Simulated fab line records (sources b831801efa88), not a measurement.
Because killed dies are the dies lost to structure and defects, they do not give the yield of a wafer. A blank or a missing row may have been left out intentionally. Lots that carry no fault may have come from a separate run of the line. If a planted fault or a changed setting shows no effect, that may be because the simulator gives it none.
Matching of chambers || flow gf180mcu || cmp-02 running GF_V4_CMP_04: 4 sister chambers
The step polishes SiO2. 8 wafers are shown with their chamber, then 12 later ones without.

== WAFERS, EACH WITH ITS CHAMBER ==
{"wafer": "L134.4", "chamber": 1, "motor current A (A)": 10.2, "time to endpoint s (s)": 93}
{"wafer": "L137.5", "chamber": 3, "motor current A (A)": 12.3, "time to endpoint s (s)": 77}
{"wafer": "L139.2", "chamber": 0, "motor current A (A)": 13.4, "time to endpoint s (s)": 78}
{"wafer": "L139.3", "chamber": 2, "motor current A (A)": 11.2, "time to endpoint s (s)": 80}
{"wafer": "L139.5", "chamber": 0, "motor current A (A)": 14.2, "time to endpoint s (s)": 79}
{"wafer": "L140.2", "chamber": 3, "motor current A (A)": 12.3, "time to endpoint s (s)": 83}
{"wafer": "L140.3", "chamber": 2, "motor current A (A)": 11.2, "time to endpoint s (s)": 85}
{"wafer": "L140.6", "chamber": 1, "motor current A (A)": 10.5, "time to endpoint s (s)": 85}

== WAFERS WITH NO CHAMBER GIVEN ==
{"wafer": "L141.3", "motor current A (A)": 10.2, "time to endpoint s (s)": 81}
{"wafer": "L141.5", "motor current A (A)": 12.5, "time to endpoint s (s)": 82}
{"wafer": "L141.6", "motor current A (A)": 14.0, "time to endpoint s (s)": 82}
{"wafer": "L143.1", "motor current A (A)": 13.7, "time to endpoint s (s)": 70}
{"wafer": "L143.5", "motor current A (A)": 14.2, "time to endpoint s (s)": 81}
{"wafer": "L143.6", "motor current A (A)": 12.0, "time to endpoint s (s)": 83}
{"wafer": "L150.1", "motor current A (A)": 10.3, "time to endpoint s (s)": 91}
{"wafer": "L150.3", "motor current A (A)": 10.9, "time to endpoint s (s)": 86}
{"wafer": "L150.5", "motor current A (A)": 10.0, "time to endpoint s (s)": 90}
{"wafer": "L152.2", "motor current A (A)": 12.6, "time to endpoint s (s)": 81}
{"wafer": "L152.5", "motor current A (A)": 11.6, "time to endpoint s (s)": 87}
{"wafer": "L152.6", "motor current A (A)": 9.8, "time to endpoint s (s)": 85}

== WHICH CHAMBER EACH WENT THROUGH ==
{"wafer": "L141.3", "from the rows above": "can't be placed: 1 or 2", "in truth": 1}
{"wafer": "L141.5", "from the rows above": 3, "in truth": 3}
{"wafer": "L141.6", "from the rows above": 0, "in truth": 0}
{"wafer": "L143.1", "from the rows above": 0, "in truth": 0}
{"wafer": "L143.5", "from the rows above": 0, "in truth": 0}
{"wafer": "L143.6", "from the rows above": "can't be placed: 3 or 2", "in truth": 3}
{"wafer": "L150.1", "from the rows above": 1, "in truth": 1}
{"wafer": "L150.3", "from the rows above": "can't be placed: 2 or 1", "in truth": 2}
{"wafer": "L150.5", "from the rows above": 1, "in truth": 1}
{"wafer": "L152.2", "from the rows above": 3, "in truth": 3}
{"wafer": "L152.5", "from the rows above": "can't be placed: 2 or 3", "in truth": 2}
{"wafer": "L152.6", "from the rows above": 1, "in truth": 1}
Correctly placed: 8 of 12. Cannot be placed on the basis of these rows: 4; the candidates contain the true chamber in 4. Wrongly placed: 0.
How it was worked out, from the rows above alone: a wafer's distance from a chamber is the root of the sum, over the readings, of the square of ((its reading less the chamber's mean) divided by the reading's scatter). If the next closest chamber is less than 2 further off than the closest, the wafer can't be placed; otherwise it belongs to the closest. The mean given for a chamber averages the wafers shown for that chamber. The scatter: take each reading less its chamber's mean, square it, sum over the shown wafers, divide by the number of wafers less the number of chambers, and take the root.
